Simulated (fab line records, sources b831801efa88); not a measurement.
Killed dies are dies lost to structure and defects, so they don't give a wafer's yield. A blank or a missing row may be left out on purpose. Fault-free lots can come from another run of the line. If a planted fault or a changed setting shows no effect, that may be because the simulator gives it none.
fab line records | flow sky130
record: lots: 6 | wafers: 18 | last_day: 50
route steps=708 shown VT_ADJUST_HVTP@93 VT_ADJUST_LVTN@97 PAD_OPEN@708
lots that met no fault: taken from a fault-free run of the same line
start_h: hours from the record's opening day to when the first of the lot's shown wafers began | wait_h: how many hours have passed since the lot's step before this one | " as in the row above | L1.1+2: one row covering several wafers at once | - value missing, or start not given | * or withheld: withheld | < > ~ a bound
route shown NAME@n: NAME is a module with steps in the file, n the number in the route of the first one | usual: mean and standard deviation over wafers with no fault | same: alike in all rows | chamber/n: place in a boat | sites: the reading at each site | _std_site: standard deviation of those values | _edge_site: outer sites' mean less inner sites' | radius_mm: how far each site lies from the wafer's centre | mask NAME#n: copy n | behind: tool/chamber where the wafer was last shaped | hold: cause of the lot's hold/its duration in hours/its outcome | device: the transistor (n, p or np) that didn't switch | end of line: the route-end tests of the same wafers | a step given without rows: its recipe and nothing more | killed: the dies lost at the first sort to structure and to defects; this is not the yield of the wafer | map: the dies of a wafer, with x for killed, . for not killed, _ for no die there
set.NAME: the run value of the setting; set.NAME@STEP: its run value at that earlier step | model.NAME: the simulator's own value behind a step, which no gauge read
a table for each step, a row for each wafer; lots at some steps of the route
services: when a tool's chamber went out of use (start_h, in hours from the record's first day, below 0 if earlier), for how many hours, and the reason
== steps ==
step: SKY_VT_ADJUST_HVTP_OVL_MEAS_08
usual: VT_ADJUST_HVTP_OVL: 0.0/1.2
lot.wafer | tool       | chamber | start_h | wait_h | VT_ADJUST_HVTP_OVL[nm]
L312.2    | overlay-02 | -       | 123.31  | 0.1    | 0.7
L312.3    | "          | -       | "       | "      | 1.5
L312.4    | "          | -       | "       | "      | 0.4
L313.2    | overlay-02 | -       | 129.80  | 0.1    | 0.2
L313.3    | "          | -       | "       | "      | 1.8
L313.4    | "          | -       | "       | "      | 0.6
L322.2    | overlay-01 | -       | 188.86  | 0.1    | 0.3
L322.3    | "          | -       | "       | "      | 0.0
L322.5    | "          | -       | "       | "      | 0.2
L323.1    | overlay-01 | -       | 192.64  | 0.1    | 0.4
L323.2    | "          | -       | "       | "      | -1.6
L323.4    | "          | -       | "       | "      | -1.6
L328.1    | overlay-01 | -       | 231.09  | 0.1    | -2.2
L328.4    | "          | -       | "       | "      | -2.2
L328.6    | "          | -       | "       | "      | -1.5
L334.3    | overlay-02 | -       | 262.60  | 0.1    | -0.4
L334.4    | "          | -       | "       | "      | -1.5
L334.6    | "          | -       | "       | "      | -2.3
step: SKY_VT_ADJUST_HVTP_IMPLANT_09
recipe: species: As | energy_kev: 150 | dose_cm2: 4.3e+12 | tilt_deg: withheld
step: SKY_VT_ADJUST_HVTP_STRIP_10
recipe: chemistry: O2/N2 | power_w: 1400 | pressure_mtorr: 1500 | platen_temp_c: withheld | o2_flow_sccm: 3000 | n2_flow_sccm: 300 | overash_fraction: 0.5
usual: drypump_motor_current_A: 5.9/0.41 | oes_product_au: 0.716/0.0045 | strip_time_to_endpoint_s: 14.19/0.04
lot.wafer | tool            | chamber | start_h | wait_h | drypump_motor_current_A | oes_product_au | rf_hours_counter_h | strip_time_to_endpoint_s
L312.2    | plasma_asher-04 | 1       | 123.49  | 0.1    | 5.8                     | 0.720          | 30                 | 14.19
L312.3    | "               | 0       | "       | "      | 5.3                     | 0.719          | -                  | 14.13
L312.4    | "               | 1       | "       | "      | 5.8                     | 0.721          | -                  | 14.16
L313.2    | plasma_asher-04 | 0       | 129.98  | 0.1    | 5.3                     | 0.711          | 30                 | 14.15
L313.3    | "               | 0       | "       | "      | 5.2                     | 0.720          | -                  | 14.16
L313.4    | "               | 1       | "       | "      | 5.9                     | 0.716          | -                  | 14.14
L322.2    | plasma_asher-03 | 0       | 189.04  | 0.1    | 6.4                     | 0.714          | 50                 | 14.18
L322.3    | "               | 1       | "       | "      | 6.0                     | 0.709          | -                  | 14.20
L322.5    | "               | 1       | "       | "      | 6.0                     | 0.719          | -                  | 14.19
L323.1    | plasma_asher-01 | 1       | 192.82  | 0.1    | 5.9                     | 0.715          | 52                 | 14.18
L323.2    | "               | 0       | "       | "      | 6.4                     | 0.714          | 52                 | 14.16
L323.4    | "               | 0       | "       | "      | 6.4                     | 0.724          | -                  | 14.18
L328.1    | plasma_asher-01 | 1       | 231.28  | 0.1    | 6.0                     | 0.713          | 55                 | 14.20
L328.4    | "               | 0       | "       | "      | 6.4                     | 0.716          | -                  | 14.20
L328.6    | "               | 1       | "       | "      | 5.9                     | 0.717          | -                  | 14.18
L334.3    | plasma_asher-01 | 0       | 262.81  | 0.1    | 6.4                     | 0.713          | -                  | 14.20
L334.4    | "               | 1       | "       | "      | 5.9                     | 0.713          | -                  | 14.24
L334.6    | "               | 1       | "       | "      | 5.9                     | 0.714          | -                  | 14.26
step: SKY_VT_ADJUST_HVTP_TW_MEAS_11
usual: VT_ADJUST_HVTP_TW: 1359/6.4
lot.wafer | tool          | chamber | start_h | wait_h | VT_ADJUST_HVTP_TW
L312.2    | film_metro-01 | -       | 123.60  | 0.1    | 1365
L312.3    | "             | -       | "       | "      | 1359
L312.4    | "             | -       | "       | "      | 1357
L313.2    | film_metro-02 | -       | 130.09  | 0.1    | 1353
L313.3    | "             | -       | "       | "      | 1362
L313.4    | "             | -       | "       | "      | 1356
L322.2    | film_metro-04 | -       | 189.15  | 0.1    | 1358
L322.3    | "             | -       | "       | "      | 1364
L322.5    | "             | -       | "       | "      | 1366
L323.1    | film_metro-02 | -       | 192.92  | 0.1    | 1357
L323.2    | "             | -       | "       | "      | 1352
L323.4    | "             | -       | "       | "      | 1357
L328.1    | film_metro-02 | -       | 231.38  | 0.1    | 1365
L328.4    | "             | -       | "       | "      | 1358
L328.6    | "             | -       | "       | "      | 1361
L334.3    | film_metro-01 | -       | 262.90  | 0.1    | 1361
L334.4    | "             | -       | "       | "      | 1356
L334.6    | "             | -       | "       | "      | 1353
step: SKY_VT_ADJUST_LVTN_DEHYDRATE_00
recipe: temp_c: 200 | time_s: 60
step: SKY_VT_ADJUST_LVTN_HMDS_01
recipe: prime_time_s: 60 | prime_temp_c: 120
step: SKY_VT_ADJUST_LVTN_COAT_02
recipe: spin_rpm: 2000 | resist_thk_nm: 3000
step: SKY_VT_ADJUST_LVTN_SOFTBAKE_03
recipe: temp_c: 110 | time_s: withheld
step: SKY_VT_ADJUST_LVTN_EXPOSE_04
recipe: mask_id: NWM_COMPLEMENT_LESS_NATIVE | na: 0.6 | source_shape: conventional | sigma_outer: 0.6 | polarization: unpolarized | target_cd_nm: 840 | dose_mj: 194
step: SKY_VT_ADJUST_LVTN_PEB_05
recipe: temp_c: 115 | time_s: withheld
step: SKY_VT_ADJUST_LVTN_DEVELOP_06
recipe: wall_angle_deg: 90 | developer: TMAH | develop_time_s: 60 | dev_temp_c: 23
step: SKY_VT_ADJUST_LVTN_OVL_MEAS_07
usual: VT_ADJUST_LVTN_OVL: 0.0/1.4
lot.wafer | tool       | chamber | start_h | wait_h | VT_ADJUST_LVTN_OVL[nm]
L312.2    | overlay-01 | -       | 142.27  | -      | 1.4
L312.3    | "          | -       | "       | "      | 0.9
L312.4    | "          | -       | "       | "      | 0.7
L313.2    | overlay-02 | -       | 149.27  | -      | -1.6
L313.3    | "          | -       | "       | "      | -2.4
L313.4    | "          | -       | "       | "      | -1.2
L322.2    | overlay-02 | -       | 211.12  | -      | 0.8
L322.3    | "          | -       | "       | "      | -0.6
L322.5    | "          | -       | "       | "      | 1.1
L323.1    | overlay-01 | -       | 213.96  | -      | -2.5
L323.2    | "          | -       | "       | "      | -1.3
L323.4    | "          | -       | "       | "      | -1.7
L328.1    | overlay-02 | -       | 254.47  | -      | 1.8
L328.4    | "          | -       | "       | "      | 0.3
L328.6    | "          | -       | "       | "      | -0.5
L334.3    | overlay-02 | -       | 284.22  | -      | 1.1
L334.4    | "          | -       | "       | "      | -0.4
L334.6    | "          | -       | "       | "      | 2.0
step: SKY_VT_ADJUST_LVTN_IMPLANT_08
recipe: species: B | energy_kev: 30 | dose_cm2: 1.57e+12 | tilt_deg: withheld
usual: dose_ions_cm2: 1.5697e+12/1.9e+09 | faraday_current_uA: 8.87/0.16
lot.wafer | tool         | chamber | start_h | wait_h | dose_ions_cm2 | faraday_current_uA
L312.2    | implanter-04 | 0       | 142.32  | 0.0    | 1.573e+12     | 8.91
L312.3    | "            | 0       | "       | "      | 1.5683e+12    | 8.78
L312.4    | "            | 0       | "       | "      | 1.5724e+12    | 8.85
L313.2    | implanter-03 | 0       | 149.32  | 0.0    | 1.567e+12     | 8.90
L313.3    | "            | 0       | "       | "      | 1.5724e+12    | 8.70
L313.4    | "            | 0       | "       | "      | 1.5687e+12    | 8.90
L322.2    | implanter-03 | 0       | 211.18  | 0.0    | 1.0486e+12    | 6.00
L322.3    | "            | 0       | "       | "      | 1.0512e+12    | 5.90
L322.5    | "            | 0       | "       | "      | 1.052e+12     | 5.81
L323.1    | implanter-03 | 0       | 214.00  | 0.0    | 1.051e+12     | 5.96
L323.2    | "            | 0       | "       | "      | 1.0502e+12    | 5.93
L323.4    | "            | 0       | "       | "      | 1.0494e+12    | 5.74
L328.1    | implanter-01 | 0       | 254.50  | 0.0    | 1.5683e+12    | 8.68
L328.4    | "            | 0       | "       | "      | 1.5735e+12    | 9.09
L328.6    | "            | 0       | "       | "      | 1.5711e+12    | 8.90
L334.3    | implanter-01 | 0       | 284.30  | 0.1    | 1.573e+12     | 9.07
L334.4    | "            | 0       | "       | "      | 1.5717e+12    | 9.15
L334.6    | "            | 0       | "       | "      | 1.5714e+12    | 8.71
step: SKY_VT_ADJUST_LVTN_STRIP_09
recipe: chemistry: O2/N2 | power_w: 1400 | pressure_mtorr: 1500 | platen_temp_c: withheld | o2_flow_sccm: 3000 | n2_flow_sccm: 300 | overash_fraction: 0.5
usual: drypump_motor_current_A: 6.0/0.31 | oes_product_au: 0.722/0.0042 | strip_time_to_endpoint_s: 36.95/0.083
lot.wafer | tool            | chamber | start_h | wait_h | drypump_motor_current_A | oes_product_au | rf_hours_counter_h | strip_time_to_endpoint_s
L312.2    | plasma_asher-01 | 0       | 142.45  | 0.1    | 6.4                     | 0.725          | 47                 | 36.95
L312.3    | "               | 0       | "       | "      | 6.4                     | 0.718          | -                  | 36.86
L312.4    | "               | 1       | "       | "      | 5.9                     | 0.723          | -                  | 36.80
L313.2    | plasma_asher-02 | 0       | 149.45  | 0.1    | 5.9                     | 0.725          | 3                  | 36.95
L313.3    | "               | 1       | "       | "      | 5.6                     | 0.717          | -                  | 37.01
L313.4    | "               | 0       | "       | "      | 5.8                     | 0.723          | -                  | 37.00
L322.2    | plasma_asher-02 | 1       | 211.30  | 0.1    | 5.6                     | 0.719          | 9                  | 36.96
L322.3    | "               | 0       | "       | "      | 5.8                     | 0.720          | -                  | 37.03
L322.5    | "               | 0       | "       | "      | 5.8                     | 0.725          | -                  | 36.91
L323.1    | plasma_asher-03 | 1       | 214.15  | 0.1    | 6.0                     | 0.714          | 52                 | 36.97
L323.2    | "               | 0       | "       | "      | 6.4                     | 0.724          | 52                 | 37.02
L323.4    | "               | 0       | "       | "      | 6.4                     | 0.718          | -                  | 36.96
L328.1    | plasma_asher-01 | 1       | 254.65  | 0.1    | 5.9                     | 0.728          | 58                 | 36.83
L328.4    | "               | 0       | "       | "      | 6.4                     | 0.723          | -                  | 37.00
L328.6    | "               | 1       | "       | "      | 5.9                     | 0.717          | -                  | 36.99
L334.3    | plasma_asher-01 | 1       | 284.43  | 0.1    | 5.9                     | 0.724          | -                  | 36.88
L334.4    | "               | 0       | "       | "      | 6.4                     | 0.723          | -                  | 36.96
L334.6    | "               | 0       | "       | "      | 6.4                     | 0.719          | -                  | 36.95
step: SKY_VT_ADJUST_LVTN_TW_MEAS_10
usual: VT_ADJUST_LVTN_TW: 242.0/1.1
lot.wafer | tool          | chamber | start_h | wait_h | VT_ADJUST_LVTN_TW
L312.2    | film_metro-01 | -       | 142.56  | 0.1    | 242.2
L312.3    | "             | -       | "       | "      | 241.3
L312.4    | "             | -       | "       | "      | 241.1
L313.2    | film_metro-01 | -       | 149.56  | 0.1    | 242.4
L313.3    | "             | -       | "       | "      | 242.4
L313.4    | "             | -       | "       | "      | 242.3
L322.2    | film_metro-01 | -       | 211.41  | 0.1    | 216.4
L322.3    | "             | -       | "       | "      | 215.8
L322.5    | "             | -       | "       | "      | 215.6
L323.1    | film_metro-03 | -       | 214.25  | 0.1    | 215.6
L323.2    | "             | -       | "       | "      | 216.1
L323.4    | "             | -       | "       | "      | 214.1
L328.1    | film_metro-02 | -       | 254.75  | 0.1    | 241.7
L328.4    | "             | -       | "       | "      | 241.8
L328.6    | "             | -       | "       | "      | 241.9
L334.3    | film_metro-01 | -       | 284.52  | 0.1    | 243.6
L334.4    | "             | -       | "       | "      | 242.9
L334.6    | "             | -       | "       | "      | 242.3
step: SKY_VT_ADJUST_LVTN_DEHYDRATE_11
recipe: temp_c: 200 | time_s: 60
step: SKY_PAD_OPEN_PROBE_99
usual: killed_at_M0_to_M3: 44/7.1 | killed_at_M4_up: 3.3/1.8 | killed_at_contacts: 24/5.1 | killed_at_front_end: 16/4.7 | killed_at_other: 0.3/0.52 | killed_dies: 87/9.7 | killed_open: 47/6.8 | killed_short: 39/6.7
same: gross_dies: 492 | killed_at_back_side: 0
lot.wafer | tool      | chamber | start_h | wait_h | killed_at_M0_to_M3 | killed_at_M4_up | killed_at_contacts | killed_at_front_end | killed_at_other | killed_dies | killed_open | killed_short | model.etest.nfet_01v8_lvt.vt_sat_v | model.etest.nfet_01v8_lvt.vt_v | model.etest.nfet_01v8_lvt.body_rise_v
L313.2    | prober-01 | -       | 1071.28 | 0.1    | 41                 | 5               | 27                 | 15                  | 0               | 88          | 61          | 26           | 0.5279                             | 0.6035                         | 0.1475
L313.3    | prober-01 | -       | 1071.33 | 0.2    | 53                 | 5               | 29                 | 15                  | 0               | 102         | 60          | 42           | 0.5268                             | 0.5993                         | 0.1492
L313.4    | prober-01 | -       | 1071.38 | 0.2    | 53                 | 4               | 33                 | 11                  | 0               | 101         | 56          | 44           | 0.5151                             | 0.5987                         | 0.1482
L312.2    | prober-02 | -       | 1073.44 | 0.1    | 27                 | 6               | 21                 | 10                  | 0               | 64          | 29          | 35           | 0.5433                             | 0.6175                         | 0.1472
L312.3    | prober-02 | -       | 1073.49 | 0.2    | 47                 | 4               | 17                 | 8                   | 0               | 76          | 42          | 34           | 0.5271                             | 0.6033                         | 0.1438
L312.4    | prober-02 | -       | 1073.54 | 0.2    | 55                 | 2               | 21                 | 7                   | 0               | 85          | 48          | 37           | 0.5539                             | 0.6205                         | 0.1458
L322.2    | prober-01 | -       | 1132.46 | 0.1    | 42                 | 1               | 28                 | 16                  | 1               | 88          | 56          | 32           | 0.5207                             | 0.6089                         | 0.1438
L322.3    | prober-01 | -       | 1132.51 | 0.2    | 39                 | 2               | 28                 | 16                  | 0               | 85          | 46          | 39           | 0.5208                             | 0.6094                         | 0.138
L322.5    | prober-01 | -       | 1132.61 | 0.2    | 39                 | 9               | 25                 | 15                  | 0               | 88          | 52          | 36           | 0.5155                             | 0.6055                         | 0.143
L323.1    | prober-02 | -       | 1134.59 | 0.1    | 41                 | 6               | 20                 | 20                  | 1               | 88          | 45          | 43           | 0.5102                             | 0.6009                         | 0.1407
L323.2    | prober-02 | -       | 1134.64 | 0.1    | 35                 | 2               | 31                 | 26                  | 0               | 94          | 49          | 45           | 0.5198                             | 0.6059                         | 0.141
L323.4    | prober-02 | -       | 1134.74 | 0.2    | 35                 | 2               | 27                 | 18                  | 2               | 84          | 61          | 23           | 0.5187                             | 0.6055                         | 0.1432
L328.1    | prober-02 | -       | 1168.74 | 0.1    | 44                 | 3               | 25                 | 21                  | 0               | 93          | 50          | 41           | 0.543                              | 0.614                          | 0.146
L328.4    | prober-02 | -       | 1168.89 | 0.2    | 39                 | 2               | 30                 | 19                  | 0               | 90          | 49          | 39           | 0.56                               | 0.6212                         | 0.1457
L328.6    | prober-02 | -       | 1168.99 | 0.2    | 42                 | 3               | 34                 | 15                  | 1               | 95          | 61          | 34           | 0.5409                             | 0.6102                         | 0.1465
L334.3    | prober-01 | -       | 1188.25 | 0.2    | 36                 | 3               | 19                 | 18                  | 0               | 76          | 42          | 34           | 0.5421                             | 0.6199                         | 0.1447
L334.4    | prober-01 | -       | 1188.30 | 0.2    | 35                 | 1               | 26                 | 11                  | 1               | 74          | 49          | 25           | 0.5554                             | 0.6204                         | 0.1454
L334.6    | prober-01 | -       | 1188.40 | 0.2    | 50                 | 1               | 23                 | 11                  | 0               | 85          | 40          | 44           | 0.5498                             | 0.6202                         | 0.1453
killed by level:class
L313.2 CONTACT:geometric_particle:open=15 VIA2:geometric_particle:open=9 VIA1:geometric_particle:open=8 VIA3:geometric_particle:open=7 FIELD_ISO:geometric_particle:open=5 SPACER:geometric_particle:open=4 METAL2:geometric_particle:short=4 METAL1:geometric_particle:short=4
L313.3 VIA1:geometric_particle:open=16 LI_CONTACT:geometric_particle:open=12 CONTACT:geometric_particle:open=9 METAL2:geometric_particle:short=8 VIA2:geometric_particle:open=7 VIA1:geometric_particle:short=6 METAL1:geometric_particle:short=5 VIA3:geometric_particle:open=5
L313.4 LI_CONTACT:geometric_particle:open=14 CONTACT:geometric_particle:open=11 METAL2:geometric_particle:short=9 VIA1:geometric_particle:open=7 VIA2:geometric_particle:open=7 VIA2:geometric_particle:short=6 FIELD_ISO:geometric_particle:short=4 FIELD_ISO:geometric_particle:open=4
L312.2 LOCAL_INTERCONNECT:geometric_particle:short=7 LI_CONTACT:geometric_particle:open=6 VIA1:geometric_particle:open=6 CONTACT:geometric_particle:open=5 VIA1:geometric_particle:short=5 METAL4:geometric_particle:short=5 POLY_GATE:geometric_particle:short=3 METAL2:geometric_particle:short=3
L312.3 VIA1:geometric_particle:open=11 CONTACT:geometric_particle:open=8 VIA1:geometric_particle:short=7 LOCAL_INTERCONNECT:geometric_particle:short=5 METAL2:geometric_particle:open=5 METAL2:geometric_particle:short=5 VIA2:geometric_particle:open=4 METAL3:geometric_particle:short=4
L312.4 VIA1:geometric_particle:open=13 VIA3:geometric_particle:open=11 VIA2:geometric_particle:open=8 CONTACT:geometric_particle:open=8 METAL1:geometric_particle:short=6 VIA1:geometric_particle:short=5 METAL2:geometric_particle:short=5 LI_CONTACT:geometric_particle:open=4
L322.2 VIA1:geometric_particle:open=11 CONTACT:geometric_particle:open=10 VIA2:geometric_particle:open=9 VIA3:geometric_particle:open=9 LI_CONTACT:geometric_particle:open=8 POLY_GATE:geometric_particle:open=5 LOCAL_INTERCONNECT:geometric_particle:short=5 CONTACT:geometric_particle:short=5
L322.3 VIA1:geometric_particle:open=11 LOCAL_INTERCONNECT:geometric_particle:short=8 CONTACT:geometric_particle:open=7 LI_CONTACT:geometric_particle:open=6 POLY_GATE:geometric_particle:open=5 CONTACT:geometric_particle:short=5 VIA3:geometric_particle:open=5 VIA1:geometric_particle:short=4
L322.5 VIA1:geometric_particle:open=11 VIA3:geometric_particle:open=9 VIA2:geometric_particle:open=8 CONTACT:geometric_particle:short=7 LI_CONTACT:geometric_particle:open=6 CONTACT:geometric_particle:open=6 METAL4:geometric_particle:short=5 POLY_GATE:geometric_particle:open=4
L323.1 METAL2:geometric_particle:short=8 POLY_GATE:geometric_particle:open=7 LI_CONTACT:geometric_particle:open=7 CONTACT:geometric_particle:open=7 VIA1:geometric_particle:open=7 VIA3:geometric_particle:open=6 VIA2:geometric_particle:open=6 FIELD_ISO:geometric_particle:short=5
L323.2 CONTACT:geometric_particle:open=11 VIA1:geometric_particle:open=10 FIELD_ISO:geometric_particle:short=8 CONTACT:geometric_particle:short=7 FIELD_ISO:geometric_particle:open=6 POLY_GATE:geometric_particle:short=6 VIA1:geometric_particle:short=6 LI_CONTACT:geometric_particle:open=5
L323.4 CONTACT:geometric_particle:open=11 VIA1:geometric_particle:open=10 LI_CONTACT:geometric_particle:open=8 VIA3:geometric_particle:open=7 FIELD_ISO:geometric_particle:open=5 POLY_GATE:geometric_particle:open=5 METAL1:geometric_particle:open=4 POLY_GATE:geometric_particle:short=3
L328.1 VIA1:geometric_particle:open=16 CONTACT:geometric_particle:open=11 POLY_GATE:geometric_particle:short=8 METAL2:geometric_particle:short=7 VIA3:geometric_particle:open=6 LI_CONTACT:geometric_particle:open=5 POLY_GATE:geometric_particle:open=4 CONTACT:geometric_particle:short=4
L328.4 CONTACT:geometric_particle:open=13 METAL2:geometric_particle:short=12 LI_CONTACT:geometric_particle:open=9 VIA1:geometric_particle:open=7 VIA2:geometric_particle:open=6 LOCAL_INTERCONNECT:geometric_particle:short=4 FIELD_ISO:geometric_particle:short=3 FIELD_ISO:geometric_particle:open=3
L328.6 VIA1:geometric_particle:open=16 CONTACT:geometric_particle:open=15 LI_CONTACT:geometric_particle:open=11 VIA3:geometric_particle:open=6 CONTACT:geometric_particle:short=5 FIELD_ISO:geometric_particle:short=4 POLY_GATE:geometric_particle:short=4 METAL2:geometric_particle:short=4
L334.3 VIA1:geometric_particle:open=10 LI_CONTACT:geometric_particle:open=7 FIELD_ISO:geometric_particle:open=6 CONTACT:geometric_particle:open=5 METAL2:geometric_particle:short=5 FIELD_ISO:geometric_particle:short=4 VIA3:geometric_particle:short=4 POLY_GATE:geometric_particle:open=4
L334.4 CONTACT:geometric_particle:open=12 VIA3:geometric_particle:open=8 VIA1:geometric_particle:open=7 VIA2:geometric_particle:open=7 LI_CONTACT:geometric_particle:open=5 FIELD_ISO:geometric_particle:open=4 METAL2:geometric_particle:short=4 POLY_GATE:geometric_particle:open=3
L334.6 CONTACT:geometric_particle:open=11 VIA2:geometric_particle:open=10 VIA2:geometric_particle:short=7 VIA1:geometric_particle:short=6 METAL2:geometric_particle:short=6 VIA3:geometric_particle:open=6 CONTACT:geometric_particle:short=5 METAL1:geometric_particle:short=5
== services ==
tool            | chamber | start_h | hours | kind
plasma_asher-02 | -       | 108.75  | 9.0   | pm
plasma_asher-02 | 0       | 108.75  | 9.0   | vent_cycle
plasma_asher-02 | 1       | 108.75  | 9.0   | vent_cycle
plasma_asher-02 | 0       | 117.75  | -     | clean
plasma_asher-02 | 1       | 117.75  | -     | clean
implanter-03    | -       | 141.82  | 4.9   | pm
plasma_asher-01 | -       | 167.51  | 2.8   | pm
plasma_asher-02 | -       | 179.24  | 2.8   | pm
implanter-04    | -       | 214.64  | 4.1   | repair
plasma_asher-04 | -       | 236.46  | 13.9  | repair
implanter-04    | -       | 250.16  | 0.9   | repair
implanter-03    | -       | 258.56  | 3.3   | repair
== key ==
first_sign: step: SKY_VT_ADJUST_LVTN_IMPLANT_08 | reading: dose_ions_cm2 | direction: down | sigmas: 99+ | usual: * | struck: *
effect: step: SKY_VT_ADJUST_LVTN_IMPLANT_08 | reading: faraday_current_uA | direction: down | sigmas: 18 | usual: 8.87 | struck: 5.89
effect: step: SKY_VT_ADJUST_LVTN_TW_MEAS_10 | reading: VT_ADJUST_LVTN_TW | direction: down | sigmas: 24 | usual: 242.0 | struck: 215.6
model_effect: step: SKY_PAD_OPEN_PROBE_99 | value: etest.nfet_01v8_lvt.vt_sat_v | without: 0.5415 | struck: 0.5176
met_at SKY_VT_ADJUST_LVTN_IMPLANT_08
struck_wafers L322.2,L322.3,L322.5,L323.1,L323.2,L323.4
tester_left_out L322,L323
onset_between 149.32 211.18
fault: kind: process_parameter_drift | tool: implanter-03 | chamber: - | onset_h: 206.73 | steps: SKY_VT_ADJUST_LVTN_IMPLANT_08 | channel: dose_cm2 | offset: * | shape: step | end_h: 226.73 | acts_in: * | stated: *
tester_left_out: of these lots the tester's yield and bins aren't shown, on N5 and GAA mostly nor the transistor test; their killed dies are dies lost to structure and defects alone, not to doping, threshold or leakage, so they don't give the yield
